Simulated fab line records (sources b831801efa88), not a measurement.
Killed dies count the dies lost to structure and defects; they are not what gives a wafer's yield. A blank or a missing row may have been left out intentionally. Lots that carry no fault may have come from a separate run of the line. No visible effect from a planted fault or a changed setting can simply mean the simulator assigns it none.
8D (eight disciplines) problem report, filled in by code :: flow gf180mcu :: the parts of the form that need people (team, actions taken, sign-off) are left out

1. THE ISSUE
Mean of developer-temp-C at GF_PASSIVATION_DEVELOP_10: 22.05 C across 6 wafers in 2 lots; on wafers with no fault it is 23.02 C (standard deviation 0.084). Measured from the usual mean, that is -12 standard deviations.
The step: develop time 60 s.
Seen first at day 34 01:00 on litho-track-01, wafer L221.1. Wafers with a number at this step in the record: 42, from 14 lots. The rule behind "out" and "out of limits": a value lying over 4 standard deviations away from the usual mean. The other wafers with a number count as sound.

2. WHAT IT IS, WHAT IT ISN'T
question: which readings at this step
is: developer-temp-C
is not: -

question: which lots
is: L221, L222
is not: L202, L203, L206, L207, L209, L210, L211, L212, L213, L214, L215, L216

question: which wafers of those lots
is: all that have a number
is not: -

question: read on which tools
is: litho-track-01
is not: litho-track-02, litho-track-04

question: when
is: from day 34 01:00
is not: up to then (36 sound wafers)

3. WHAT RULES OUT EACH SUSPECT
Counting: any tool at a process step up to the reading is kept as a suspect provided that every lot that is out went through it and no sound lot did after the first of them.
- pvd-sputter-04 at GF_TOP_METAL_SPUTTER_01 (material TiN, target thk 30 nm, time 25 s): kept. It ran every lot that is out, first L221 (day 32 17:20), and no sound lot after that; its last sound lot up to then is L213 (day 30 18:25).
- pvd-sputter-04 at GF_TOP_METAL_SPUTTER_02 (material AlCu, target thk 900 nm, time 47.82 s): kept. It ran every lot that is out, first L221 (day 32 17:22), and no sound lot after that; its last sound lot up to then is L213 (day 30 18:27).
- pecvd-04 at GF_PASSIVATION_CVD_02 (deposits Si3N4, target thk 700 nm, time 486.18 s): kept. It ran every lot that is out, first L221 (day 33 10:20), and no sound lot after that; its last sound lot up to then is L211 (day 30 19:26).
- litho-track-01 at GF_PASSIVATION_DEVELOP_10 (develop time 60 s): kept. It ran every lot that is out, first L221 (day 34 01:00), and no sound lot after that; its last sound lot up to then is L210 (day 31 07:00). Its own readings are out on those wafers: developer-temp-C.
Left after counting: pvd-sputter-04 at GF_TOP_METAL_SPUTTER_01, pvd-sputter-04 at GF_TOP_METAL_SPUTTER_02, pecvd-04 at GF_PASSIVATION_CVD_02, litho-track-01 at GF_PASSIVATION_DEVELOP_10.

4. THE CAUSE (what the simulator had put in)
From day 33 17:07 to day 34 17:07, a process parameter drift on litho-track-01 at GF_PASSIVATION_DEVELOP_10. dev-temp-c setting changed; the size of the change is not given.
Of the 4 suspects that counting leaves, this tool is one.

5. SEQUENCE OF EFFECTS, ordered by route
One row per reading whose mean, taken over the struck wafers that have a number, lies over 3 standard deviations from the usual. Scope: only readings with a usual standard deviation given in the record; hours: median across lots of the time from each lot's start at the first step in this table that gives one to its start at this step; sigmas: change in usual standard deviations.
hours: 0
step: GF_PASSIVATION_DEVELOP_10
reading: developer-temp-C
usual: 23.02 C
on struck wafers: 22.05
change: -0.97
sigmas: -12
Here are the process steps it includes:
- GF_PASSIVATION_DEVELOP_10: develop time 60 s.

6. HOW IT WOULD HAVE BEEN CAUGHT EARLIER
8 hours passed between the start of the fault at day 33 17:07 and the first reading out of limits in this record, taken at day 34 01:00.
